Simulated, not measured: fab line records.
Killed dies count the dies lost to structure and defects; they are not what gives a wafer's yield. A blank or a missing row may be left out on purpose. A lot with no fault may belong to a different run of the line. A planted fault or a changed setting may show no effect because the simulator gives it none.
fab line records	flow gf180mcu
record lots=5	wafers=23
route steps=602 shown M4@465 V4@476 MIM@503 V5@544
startH: start of the lot's first displayed wafer, in hours after the record's first day	waitH: hours since the lot's step before	" identical to the entry in the row above	L1.1+2: one row covering several wafers at once	- either no value or no given start	* or withheld: withheld	< > ~ a bound
route shown NAME@n: a module of which the file shows steps, and the number in the route of the first	usual: the fault-free wafers' mean and standard deviation	same: alike in all rows	chamber/n: place in a boat	sites: readings site by site	_std_site: the standard deviation of these	_edge_site: mean of outer sites minus mean of inner sites	radiusMm: how far each site lies from the wafer's centre	mask NAME#n: copy n	behind: the tool/chamber that last shaped the wafer	hold: what put the lot on hold/how long, in hours/how the hold closed	device: which transistor (n, p or np) failed to switch	end of line: the tests these same wafers got at the end of their route	a step given without rows: its recipe and nothing more	killed: dies lost to structure and defects at the first sort, not the wafer's yield	map: dies across one wafer; x = killed, . = not, _ = none there
set.NAME: the setting the step ran with; set.NAME@STEP: the setting that earlier step ran with	model.NAME: the simulator's own value behind a step, which no gauge read
lots where settings were altered on purpose, with a table for each step and a row for each wafer
## steps
# step GF_M4_COAT_09
# recipe resist=KrF	spinRpm=withheld	resistThkNm=1000
lot.wafer	tool	chamber	startH	waitH	set.resistThkNm	model.KrF_of_M4_COAT_09.thkNm
L074.1	lithoTrack-04	0	523.42	0.1	1000	1001
L074.2	"	0	"	"	1036	1038
L074.3	"	0	"	"	1036	1033
L074.4	"	0	"	"	1036	1031
L074.5	"	0	"	"	1000	997.8
L075.2	lithoTrack-02	0	535.67	0.1	1000	999.5
L075.3+6	"	0	"	"	1060	1061
L075.4	"	0	"	"	1000	1002
L075.5	"	0	"	"	1060	1063
L082.1	lithoTrack-04	0	589.42	0.1	1037	1035
L082.2+4	"	0	"	"	1000	1001
L082.3	"	0	"	"	1000	997.8
L082.5	"	0	"	"	1037	1036
L084.1+6	lithoTrack-04	0	614.42	0.1	1000	1000
L084.2	"	0	"	"	1000	999.2
L084.4	"	0	"	"	1000	1003
L084.5	"	0	"	"	1000	999.1
L085.1	lithoTrack-04	0	625.27	0.1	1000	1004
L085.3+5	"	0	"	"	1000	1003
# step GF_M4_SOFTBAKE_10
# recipe tempC=130	timeS=60	resist=KrF
# step GF_M4_EXPOSE_11
# recipe maskId=Metal4	targetCdNm=280	na=0.68	sourceShape=conventional	sigmaOuter=0.6	doseMj=28
# step GF_M4_PEB_12
# recipe pebTempC=135	pebTimeS=90	resist=KrF
# step GF_M4_DEVELOP_13
# recipe developTimeS=60	devTempC=21
# step GF_M4_CD_MEAS_14
# recipe targetCdNm=280
# usual cdNm=280.0/1
lot.wafer	tool	chamber	startH	waitH	set.resistThkNm@M4_COAT_09	cdNm
L074.1	cdSem-01	-	534.82	0.1	1000	279.8
L074.2	"	-	"	"	1036	280.5
L074.3	"	-	"	"	1036	282.2
L074.4	"	-	"	"	1036	280.6
L074.5	"	-	"	"	1000	279.7
L075.2	cdSem-01	-	546.94	0.2	1000	280.8
L075.3	"	-	"	"	1060	284.4
L075.4	"	-	"	"	1000	280.7
L075.5	"	-	"	"	1060	284.3
L075.6	"	-	"	"	1060	283.8
L082.1	cdSem-02	-	599.57	0.1	1037	280.1
L082.2	"	-	"	"	1000	278.0
L082.3	"	-	"	"	1000	278.2
L082.4	"	-	"	"	1000	279.4
L082.5	"	-	"	"	1037	281.3
L084.1	cdSem-01	-	624.74	0.1	1000	281.0
L084.2	"	-	"	"	1000	279.5
L084.4	"	-	"	"	1000	281.3
L084.5	"	-	"	"	1000	279.5
L084.6	"	-	"	"	1000	279.5
L085.1	cdSem-01	-	635.62	0.1	1000	282.0
L085.3	"	-	"	"	1000	281.3
L085.5	"	-	"	"	1000	282.0
# step GF_M4_METAL_ETCH_16
# recipe chemistry=Cl2/BCl3	maskMaterial=KrF	targetDepthNm=627.5	stopOn=SiO2	pressureMtorr=8	icpW=800	biasW=140	Cl2_flow_sccm=80	bcl3FlowSccm=40	timeS=104.6
lot.wafer	tool	chamber	startH	waitH	set.resistThkNm@M4_COAT_09	model.KrF_of_M4_COAT_09.thkNm
L074.1	rieMetal-01	0	534.97	0.0	1000	737.1
L074.2	"	1	"	"	1036	775.5
L074.3	"	1	"	"	1036	769.3
L074.4	"	0	"	"	1036	767.3
L074.5	"	1	"	"	1000	737
L075.2	rieMetal-01	1	547.07	0.0	1000	731.5
L075.3	"	0	"	"	1060	792.6
L075.4	"	1	"	"	1000	735.1
L075.5	"	1	"	"	1060	794.6
L075.6	"	0	"	"	1060	790.5
L082.1	rieMetal-04	0	599.72	0.0	1037	769.2
L082.2	"	1	"	"	1000	737.2
L082.3	"	1	"	"	1000	734.3
L082.4	"	0	"	"	1000	734
L082.5	"	0	"	"	1037	770.1
L084.1	rieMetal-04	1	624.89	0.0	1000	735.2
L084.2	"	0	"	"	1000	729.8
L084.4	"	1	"	"	1000	738
L084.5	"	1	"	"	1000	733.5
L084.6	"	0	"	"	1000	733.1
L085.1	rieMetal-04	0	635.77	0.0	1000	741
L085.3	"	1	"	"	1000	741.5
L085.5	"	1	"	"	1000	741.1
# step GF_M4_STRIP_17
# recipe chemistry=O2/N2	powerW=1400	pressureMtorr=1500	platenTempC=250	o2FlowSccm=3000	n2FlowSccm=300	overashFraction=0.5
# usual oesProductAu=0.556/0.005	stripTimeToEndpointS=7.86/0.036
lot.wafer	tool	chamber	startH	waitH	set.resistThkNm@M4_COAT_09	oesProductAu	stripTimeToEndpointS
L074.1	plasmaAsher-03	0	535.09	0.1	1000	0.556	7.90
L074.2	"	1	"	"	1036	0.567	8.26
L074.3	"	0	"	"	1036	0.568	8.19
L074.4	"	1	"	"	1036	0.574	8.18
L074.5	"	1	"	"	1000	0.561	7.90
L075.2	plasmaAsher-03	1	547.19	0.1	1000	0.562	7.84
L075.3	"	1	"	"	1060	0.581	8.43
L075.4	"	0	"	"	1000	0.549	7.87
L075.5	"	0	"	"	1060	0.583	8.42
L075.6	"	1	"	"	1060	0.575	8.41
L082.1	plasmaAsher-04	1	599.84	0.1	1037	0.576	8.21
L082.2	"	0	"	"	1000	0.565	7.89
L082.3	"	1	"	"	1000	0.563	7.88
L082.4	"	0	"	"	1000	0.558	7.87
L082.5	"	0	"	"	1037	0.573	8.21
L084.1	plasmaAsher-04	0	625.00	0.1	1000	0.565	7.89
L084.2	"	1	"	"	1000	0.556	7.82
L084.4	"	1	"	"	1000	0.554	7.90
L084.5	"	1	"	"	1000	0.554	7.85
L084.6	"	0	"	"	1000	0.560	7.85
L085.1	plasmaAsher-03	1	635.89	0.1	1000	0.554	7.94
L085.3	"	1	"	"	1000	0.555	7.92
L085.5	"	1	"	"	1000	0.556	7.92
# step GF_V4_CVD_00
# recipe material=SiO2	targetThkNm=600	sigmaOpenFrac=0.3	tempC=400	timeS=100	sih4FlowSccm=60	pressureMtorr=6
lot.wafer	tool	chamber	startH	waitH	set.sih4FlowSccm	model.SiO2_of_V4_CVD_00.thkNm
L074.1	hdpcvd-01	0	535.65	0.0	60	611.9
L074.2	"	1	"	"	60	605.9
L074.3	"	2	"	"	60	603.2
L074.4	"	1	"	"	60	603.5
L074.5	"	0	"	"	60	599.2
L075.2	hdpcvd-02	2	547.83	0.0	60	594.7
L075.3	"	1	"	"	64.09	637
L075.4	"	0	"	"	64.09	644.3
L075.5	"	2	"	"	60	595.2
L075.6	"	1	"	"	60	600.1
L082.1	hdpcvd-02	1	600.37	0.0	55.84	566.7
L082.2	"	2	"	"	55.84	569.9
L082.3	"	0	"	"	60	600.8
L082.4	"	0	"	"	60	601.1
L082.5	"	1	"	"	60	604.8
L084.1	hdpcvd-01	1	625.62	0.0	60	608.1
L084.2	"	2	"	"	54.07	543.7
L084.4	"	1	"	"	60	608.2
L084.5	"	0	"	"	54.07	558.1
L084.6	"	2	"	"	54.07	553
L085.1	hdpcvd-01	2	636.45	0.0	60	601.7
L085.3	"	0	"	"	60	603.1
L085.5	"	0	"	"	60	616.4
# step GF_V4_THK_MEAS_01
# recipe reads=SiO2_of_V4_CVD_00
# usual V4_CVD_00_THK=603/5.8
lot.wafer	tool	chamber	startH	waitH	set.sih4FlowSccm@V4_CVD_00	V4_CVD_00_THK[nm]
L074.1	filmMetro-01	-	535.72	0.0	60	612
L074.2	"	-	"	"	60	605
L074.3	"	-	"	"	60	603
L074.4	"	-	"	"	60	604
L074.5	"	-	"	"	60	599
L075.2	filmMetro-03	-	547.91	0.0	60	594
L075.3	"	-	"	"	64.09	637
L075.4	"	-	"	"	64.09	644
L075.5	"	-	"	"	60	596
L075.6	"	-	"	"	60	600
L082.1	filmMetro-01	-	600.44	0.0	55.84	566
L082.2	"	-	"	"	55.84	570
L082.3	"	-	"	"	60	600
L082.4	"	-	"	"	60	601
L082.5	"	-	"	"	60	605
L084.1	filmMetro-03	-	625.69	0.0	60	608
L084.2	"	-	"	"	54.07	543
L084.4	"	-	"	"	60	608
L084.5	"	-	"	"	54.07	558
L084.6	"	-	"	"	54.07	553
L085.1	filmMetro-02	-	636.52	0.0	60	601
L085.3	"	-	"	"	60	603
L085.5	"	-	"	"	60	616
# step GF_V4_CMP_04
# recipe material=SiO2	downForcePsi=4	platenRpm=60	padVelocityMS=0.94248
lot.wafer	tool	chamber	startH	waitH	set.leaveAboveRefNm	model.SiO2_of_V4_CVD_02.thkNm
L074.2	cmp-01	0	535.97	0.1	665.7	664.7
L074.4	"	1	"	"	632.5	633.8
L074.3	"	2	"	"	632.5	634.4
L074.1	"	3	"	"	665.7	667.2
L074.5	"	1	"	"	665.7	666.2
L075.2	cmp-01	0	548.09	0.0	632.5	632.1
L075.4	"	1	"	"	678.9	679.1
L075.3	"	3	"	"	632.5	633.3
L075.5	"	0	"	"	632.5	632.7
L075.6	"	1	"	"	678.9	679.3
L082.3	cmp-01	3	600.63	0.0	593.1	592.2
L082.2+4	"	0,1	"	"	632.5	631.9
L082.1	"	2	"	"	593.1	591.8
L082.5	"	3	"	"	593.1	592.5
L084.2+4	cmp-02	1,2	626.08	0.2	670.6	670.3
L084.1	"	3	"	"	632.5	632.4
L084.6	"	1	"	"	670.6	671.8
L084.5	"	2	"	"	632.5	631.9
L085.1	cmp-02	3	636.76	0.1	632.5	633.5
L085.3	"	1	"	"	632.5	632.2
L085.5	"	3	"	"	632.5	633.4
# step GF_V4_ETCH_16
# recipe chemistry=N2/H2	targetDepthA=withheld	overetchA=withheld	timeS=withheld	target=BARC	ionEnergyEv=200	sourceW=500	biasW=100	pressureMtorr=30	n2FlowSccm=100	h2FlowSccm=200
lot.wafer	tool	chamber	startH	waitH	set.ionEnergyEv
L074.1+3	rieDiel-03	1,2	558.72	0.0	200
L074.2+4+5	"	0,1,0	"	"	221.3
L075.2+3+6	rieDiel-03	2,3,1	570.87	0.0	216.6
L075.4+5	"	0,2	"	"	200
L082.1+3+4	rieDiel-03	3,1,2	622.02	0.0	178
L082.2+5	"	0,3	"	"	200
L084.1+2+4+5+6	rieDiel-01	2,1,3,3,0	647.10	0.0	200
L085.1+3+5	rieDiel-03	1,3,1	657.22	0.0	200
# step GF_V4_ETCH_17
# recipe chemistry=C4F8/O2/Ar	maskMaterial=KrF	target=SiO2	stopOn=TiN	sourceW=1500	biasW=1200	pressureMtorr=40	c4f8FlowSccm=withheld	O2_flow_sccm=6	Ar_flow_sccm=300	timeS=withheld	targetDepthA=6300
# usual oesProductAu=0.856/0.0046
lot.wafer	tool	chamber	startH	waitH	set.leaveAboveRefNm@V4_CMP_04	oesProductAu	model.etch.depthNm	model.V4.featureDepthNm
L074.1	rieDiel-03	1	-	-	665.7	0.881	-	667.2
L074.2	"	0	"	"	665.7	0.875	664.7	664.7
L074.3	"	2	"	"	632.5	0.855	-	634.4
L074.4	"	1	"	"	632.5	0.854	633.8	633.8
L074.5	"	0	"	"	665.7	0.885	-	666.2
L075.2	rieDiel-03	2	-	-	632.5	0.860	-	632.1
L075.3	"	3	"	"	632.5	0.856	-	633.3
L075.4	"	0	"	"	678.9	0.889	679.1	679.1
L075.5	"	2	"	"	632.5	0.859	-	632.7
L075.6	"	1	"	"	678.9	0.883	-	679.3
L082.1	rieDiel-03	3	-	-	593.1	0.821	-	591.8
L082.2	"	0	"	"	632.5	0.860	-	631.9
L082.3	"	1	"	"	593.1	0.829	-	592.2
L082.4	"	2	"	"	632.5	0.850	631.9	631.9
L082.5	"	3	"	"	593.1	0.830	592.5	592.5
L084.1	rieDiel-01	2	-	-	632.5	0.861	632.4	632.4
L084.2	"	1	"	"	670.6	0.882	670.3	670.3
L084.4	"	3	"	"	670.6	0.886	670.3	670.3
L084.5	"	3	"	"	632.5	0.856	631.9	631.9
L084.6	"	0	"	"	670.6	0.883	671.8	671.8
L085.1	rieDiel-03	1	-	-	632.5	0.853	633.5	633.5
L085.3	"	3	"	"	632.5	0.848	632.2	632.2
L085.5	"	1	"	"	632.5	0.856	633.4	633.4
# step GF_V4_SPUTTER_21
# recipe material=Ti	targetThkNm=15	chamberPressurePa=5	powerW=2500	substrateTempC=200	timeS=80.02
lot.wafer	tool	chamber	startH	waitH	set.timeS	model.Ti_of_V4_SPUTTER_21.thkNm
L074.1	pvdSputter-03	-	559.39	0.0	87.28	16.33
L074.2	"	-	"	"	80.02	15.28
L074.3	"	-	"	"	80.02	14.88
L074.4	"	-	"	"	87.28	16.36
L074.5	"	-	"	"	80.02	15.08
L075.2	pvdSputter-01	-	571.54	0.0	80.02	14.63
L075.3	"	-	"	"	75.12	13.59
L075.4	"	-	"	"	80.02	14.7
L075.5	"	-	"	"	75.12	13.72
L075.6	"	-	"	"	80.02	14.68
L082.1	pvdSputter-03	-	622.69	0.0	89.24	16.95
L082.2	"	-	"	"	80.02	15.36
L082.3	"	-	"	"	80.02	15.39
L082.4	"	-	"	"	89.24	17.08
L082.5	"	-	"	"	80.02	15.19
L084.1+6	pvdSputter-03	-	647.77	0.0	80.02	15.02
L084.2	"	-	"	"	80.02	15.09
L084.4	"	-	"	"	71.82	13.62
L084.5	"	-	"	"	71.82	13.71
L085.1	pvdSputter-02	-	657.92	0.0	80.02	15.01
L085.3	"	-	"	"	80.02	14.96
L085.5	"	-	"	"	80.02	14.91
# step GF_MIM_SPUTTER_00
# recipe material=Ti	targetThkNm=37.5	arrivingIonEnergyEv=80	substrateTempC=200	chamberPressurePa=2	powerW=4000	timeS=150
lot.wafer	tool	chamber	startH	waitH	set.timeS	model.Ti_of_MIM_SPUTTER_00.thkNm
L074.1	pvdSputter-01	-	560.09	0.2	162.8	40.83
L074.2	"	-	"	"	150	37.92
L074.3	"	-	"	"	162.8	41.04
L074.4	"	-	"	"	150	37.66
L074.5	"	-	"	"	162.8	40.79
L075.2	pvdSputter-02	-	572.27	0.2	150	37.83
L075.3	"	-	"	"	142.3	35.32
L075.4	"	-	"	"	150	37.94
L075.5	"	-	"	"	142.3	35.55
L075.6	"	-	"	"	142.3	35.69
L082.1	pvdSputter-02	-	623.57	0.2	133.1	33.01
L082.2	"	-	"	"	133.1	33.11
L082.3	"	-	"	"	133.1	33.16
L082.4	"	-	"	"	150	37.57
L082.5	"	-	"	"	150	37.3
L084.1	pvdSputter-02	-	648.48	0.2	150	37.15
L084.2	"	-	"	"	150	37.1
L084.4	"	-	"	"	150	37.37
L084.5	"	-	"	"	150	36.98
L084.6	"	-	"	"	150	37.07
L085.1	pvdSputter-02	-	658.62	0.2	150	36.76
L085.3	"	-	"	"	150	36.69
L085.5	"	-	"	"	150	36.83
# step GF_MIM_COAT_14
# recipe resist=NOVOLAK	spinRpm=3000	resistThkNm=1000
lot.wafer	tool	chamber	startH	waitH	set.resistThkNm	model.NOVOLAK_of_MIM_COAT_14.thkNm
L074.1+5	lithoTrack-01	0	570.99	0.1	1022	-
L074.2	"	0	"	"	1000	1006
L074.3	"	0	"	"	1000	-
L074.4	"	0	"	"	1000	1005
L075.2	lithoTrack-02	0	583.42	0.1	1000	1000
L075.3	"	0	"	"	1000	-
L075.4	"	0	"	"	971.2	968.5
L075.5+6	"	0	"	"	971.2	-
L082.1+2	lithoTrack-01	0	633.99	0.1	1000	-
L082.3	"	0	"	"	980.5	-
L082.4	"	0	"	"	980.5	983.9
L082.5	"	0	"	"	980.5	982.1
L084.1	lithoTrack-03	0	658.43	0.1	981.4	983.1
L084.2	"	0	"	"	1000	1000
L084.4	"	0	"	"	981.4	981.3
L084.5	"	0	"	"	1000	1003
L084.6	"	0	"	"	981.4	982.6
L085.1	lithoTrack-03	0	667.98	0.1	1000	997.7
L085.3+5	"	0	"	"	1000	1001
# step GF_MIM_METAL_ETCH_19
# recipe chemistry=Cl2/BCl3	maskMaterial=NOVOLAK	stopOn=Si3N4	targetDepthNm=324.5	pressureMtorr=8	icpW=800	biasW=140	Cl2_flow_sccm=80	bcl3FlowSccm=40	timeS=54.1
lot.wafer	tool	chamber	startH	waitH	set.icpW	set.resistThkNm@MIM_COAT_14	model.NOVOLAK_of_MIM_COAT_14.thkNm
L074.1	rieMetal-02	1	581.39	0.1	712.7	1022	-
L074.2	"	0	"	"	712.7	1000	890.2
L074.3	"	1	"	"	800	1000	-
L074.4	"	0	"	"	712.7	1000	887.6
L074.5	"	1	"	"	800	1022	-
L075.2	rieMetal-02	0	594.45	0.1	857	1000	861.9
L075.3	"	0	"	"	800	1000	-
L075.4	"	1	"	"	800	971.2	836.9
L075.5	"	1	"	"	857	971.2	-
L075.6	"	0	"	"	800	971.2	-
L082.1	rieMetal-01	0	643.73	0.1	889	1000	-
L082.2	"	1	"	"	800	1000	-
L082.3	"	0	"	"	889	980.5	-
L082.4	"	1	"	"	800	980.5	853
L082.5	"	0	"	"	889	980.5	837.5
L084.1	rieMetal-02	0	667.89	0.1	800	981.4	854.4
L084.2	"	1	"	"	800	1000	869.8
L084.4	"	1	"	"	873.4	981.4	840
L084.5	"	1	"	"	873.4	1000	862.3
L084.6	"	0	"	"	873.4	981.4	842.6
L085.1	rieMetal-01	0	677.89	0.1	800	1000	866.3
L085.3	"	1	"	"	800	1000	870.1
L085.5	"	0	"	"	800	1000	870.6
# step GF_MIM_STRIP_20
# recipe chemistry=O2/N2	powerW=1400	pressureMtorr=1500	platenTempC=250	o2FlowSccm=3000	n2FlowSccm=300	overashFraction=0.5
# usual stripTimeToEndpointS=11.23/0.041
lot.wafer	tool	chamber	startH	waitH	set.resistThkNm@MIM_COAT_14	set.icpW@MIM_METAL_ETCH_19	stripTimeToEndpointS
L074.1	plasmaAsher-02	1	581.46	0.0	1022	712.7	11.69
L074.2	"	0	"	"	1000	712.7	11.45
L074.3	"	1	"	"	1000	800	11.26
L074.4	"	0	"	"	1000	712.7	11.42
L074.5	"	0	"	"	1022	800	11.55
L075.2	plasmaAsher-02	1	594.52	0.0	1000	857	11.13
L075.3	"	0	"	"	1000	800	11.21
L075.4	"	1	"	"	971.2	800	10.82
L075.5	"	1	"	"	971.2	857	10.74
L075.6	"	0	"	"	971.2	800	10.91
L082.1	plasmaAsher-04	0	643.80	0.0	1000	889	11.06
L082.2	"	1	"	"	1000	800	11.22
L082.3	"	0	"	"	980.5	889	10.83
L082.4	"	1	"	"	980.5	800	11.02
L082.5	"	1	"	"	980.5	889	10.83
L084.1	plasmaAsher-02	1	667.96	0.0	981.4	800	11.03
L084.2	"	0	"	"	1000	800	11.21
L084.4	"	1	"	"	981.4	873.4	10.87
L084.5	"	1	"	"	1000	873.4	11.13
L084.6	"	0	"	"	981.4	873.4	10.88
L085.1	plasmaAsher-01	0	677.96	0.0	1000	800	11.18
L085.3	"	0	"	"	1000	800	11.21
L085.5	"	0	"	"	1000	800	11.21
# step GF_V5_CMP_04
# recipe material=SiO2	downForcePsi=4	platenRpm=60	padVelocityMS=0.94248
lot.wafer	tool	chamber	startH	waitH	set.leaveAboveRefNm
L074.2+3	cmp-02	1,0	603.83	0.0	838.4
L074.4+1+5	"	2,3,1	"	"	855
L075.3+2+4	cmp-01	2,3,0	617.06	0.0	855
L075.6+5	"	2,3	"	"	918.4
L082.2+3+1	cmp-02	3,0,2	665.05	0.2	855
L082.4+5	"	1,0	"	"	832.9
L084.2+4+6	cmp-01	1,3,2	688.24	0.0	855
L084.1+5	"	2,1	"	"	825.4
L085.3+1+5	cmp-01	1,2,1	698.49	0.1	855
# step GF_V5_EXPOSE_11
# recipe maskId=Via5	targetCdNm=260	na=0.68	sourceShape=conventional	sigmaOuter=0.6	doseMj=38
lot.wafer	tool	chamber	startH	waitH	mask	set.doseMj
L074.1+4	krfScanner-01	0	-	-	Via5#0	38
L074.2+3+5	"	0	"	"	Via5#0	38.82
L075.2+4+5	krfScanner-01	0	-	-	Via5#0	36.82
L075.3+6	"	0	"	"	Via5#0	38
L082.1+5	krfScanner-01	0	-	-	Via5#0	38
L082.2+3+4	"	0	"	"	Via5#0	40.44
L084.1+2+4	krfScanner-01	0	-	-	Via5#0	39.45
L084.5+6	"	0	"	"	Via5#0	38
L085.1+3+5	krfScanner-01	0	-	-	Via5#0	38
# step GF_V5_PEB_12
# recipe pebTempC=135	pebTimeS=90	resist=KrF
# step GF_V5_DEVELOP_13
# recipe developTimeS=60	resist=KrF	devTempC=21
# step GF_V5_ETCH_16
# recipe chemistry=N2/H2	targetDepthA=withheld	overetchA=withheld	timeS=withheld	target=BARC	ionEnergyEv=200	sourceW=500	biasW=100	pressureMtorr=30	n2FlowSccm=100	h2FlowSccm=200
# step GF_V5_ETCH_17
# recipe chemistry=C4F8/O2/Ar	maskMaterial=KrF	target=SiO2	stopOn=TiN	sourceW=1500	biasW=1200	pressureMtorr=40	c4f8FlowSccm=withheld	O2_flow_sccm=6	Ar_flow_sccm=300	timeS=withheld	targetDepthA=8550
# usual oesProductAu=0.861/0.0042
lot.wafer	tool	chamber	startH	waitH	set.leaveAboveRefNm@V5_CMP_04	oesProductAu
L074.1	rieDiel-03	2	-	-	855	0.864
L074.2	"	0	"	"	838.4	0.854
L074.3	"	1	"	"	838.4	0.851
L074.4	"	3	"	"	855	0.859
L074.5	"	2	"	"	855	0.860
L075.2	rieDiel-03	3	-	-	855	0.850
L075.3	"	0	"	"	855	0.861
L075.4	"	1	"	"	855	0.863
L075.5	"	2	"	"	918.4	0.888
L075.6	"	3	"	"	918.4	0.897
L082.1	rieDiel-01	1	-	-	855	0.855
L082.2	"	0	"	"	855	0.857
L082.3	"	2	"	"	855	0.867
L082.4	"	3	"	"	832.9	0.845
L082.5	"	0	"	"	832.9	0.851
L084.1	rieDiel-03	3	-	-	825.4	0.842
L084.2	"	0	"	"	855	0.863
L084.4	"	1	"	"	855	0.865
L084.5	"	1	"	"	825.4	0.844
L084.6	"	0	"	"	855	0.860
L085.1	rieDiel-01	2	-	-	855	0.856
L085.3	"	1	"	"	855	0.860
L085.5	"	2	"	"	855	0.857
## key
split step=GF_M4_COAT_09	setting=resistThkNm	stated=1000	by=wafer
response step=GF_M4_COAT_09	reading=model.KrF_of_M4_COAT_09.thkNm	change=+9.94	per=1%	r=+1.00
response step=GF_M4_CD_MEAS_14	reading=cdNm	change=+0.533	per=1%	r=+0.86
response step=GF_M4_METAL_ETCH_16	reading=model.KrF_of_M4_COAT_09.thkNm	change=+9.64	per=1%	r=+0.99
response step=GF_M4_STRIP_17	reading=oesProductAu	change=+0.00371	per=1%	r=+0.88
response step=GF_M4_STRIP_17	reading=stripTimeToEndpointS	change=*	per=1%	r=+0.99
split step=GF_V4_CVD_00	setting=sih4FlowSccm	stated=60	by=wafer
response step=GF_V4_CVD_00	reading=model.SiO2_of_V4_CVD_00.thkNm	change=+5.69	per=1%	r=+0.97
response step=GF_V4_THK_MEAS_01	reading=V4_CVD_00_THK	change=+5.7	per=1%	r=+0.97
split step=GF_V4_CMP_04	setting=leaveAboveRefNm	stated=632.5	by=wafer
response step=GF_V4_CMP_04	reading=model.SiO2_of_V4_CVD_02.thkNm	change=+6.32	per=1%	r=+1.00
response step=GF_V4_ETCH_17	reading=oesProductAu	change=+0.0043	per=1%	r=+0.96
response step=GF_V4_ETCH_17	reading=model.etch.depthNm	change=+6.3	per=1%	r=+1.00
response step=GF_V4_ETCH_17	reading=model.V4.featureDepthNm	change=+6.32	per=1%	r=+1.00
split step=GF_V4_ETCH_16	setting=ionEnergyEv	stated=200	by=wafer
response none clear
split step=GF_V4_SPUTTER_21	setting=timeS	stated=80.02	by=wafer
response step=GF_V4_SPUTTER_21	reading=model.Ti_of_V4_SPUTTER_21.thkNm	change=+0.144	per=1%	r=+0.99
split step=GF_MIM_SPUTTER_00	setting=timeS	stated=150	by=wafer
response step=GF_MIM_SPUTTER_00	reading=model.Ti_of_MIM_SPUTTER_00.thkNm	change=+0.387	per=1%	r=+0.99
split step=GF_MIM_COAT_14	setting=resistThkNm	stated=1000	by=wafer
response step=GF_MIM_COAT_14	reading=model.NOVOLAK_of_MIM_COAT_14.thkNm	change=+10.7	per=1%	r=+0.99
response step=GF_MIM_METAL_ETCH_19	reading=model.NOVOLAK_of_MIM_COAT_14.thkNm	change=+9.83	per=1%	r=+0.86
response step=GF_MIM_STRIP_20	reading=stripTimeToEndpointS	change=*	per=1%	r=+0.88
split step=GF_MIM_METAL_ETCH_19	setting=icpW	stated=800	by=wafer
response step=GF_MIM_METAL_ETCH_19	reading=model.NOVOLAK_of_MIM_COAT_14.thkNm	slope=-1.19	per=1%	togetherWith=resistThkNm@MIM_COAT_14	explained=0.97
response step=GF_MIM_STRIP_20	reading=stripTimeToEndpointS	slope=*	per=1%	togetherWith=resistThkNm@MIM_COAT_14	explained=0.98
split step=GF_V5_CMP_04	setting=leaveAboveRefNm	stated=855	by=wafer
response step=GF_V5_ETCH_17	reading=oesProductAu	change=+0.00483	per=1%	r=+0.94
split step=GF_V5_EXPOSE_11	setting=doseMj	stated=38	by=wafer
response none clear
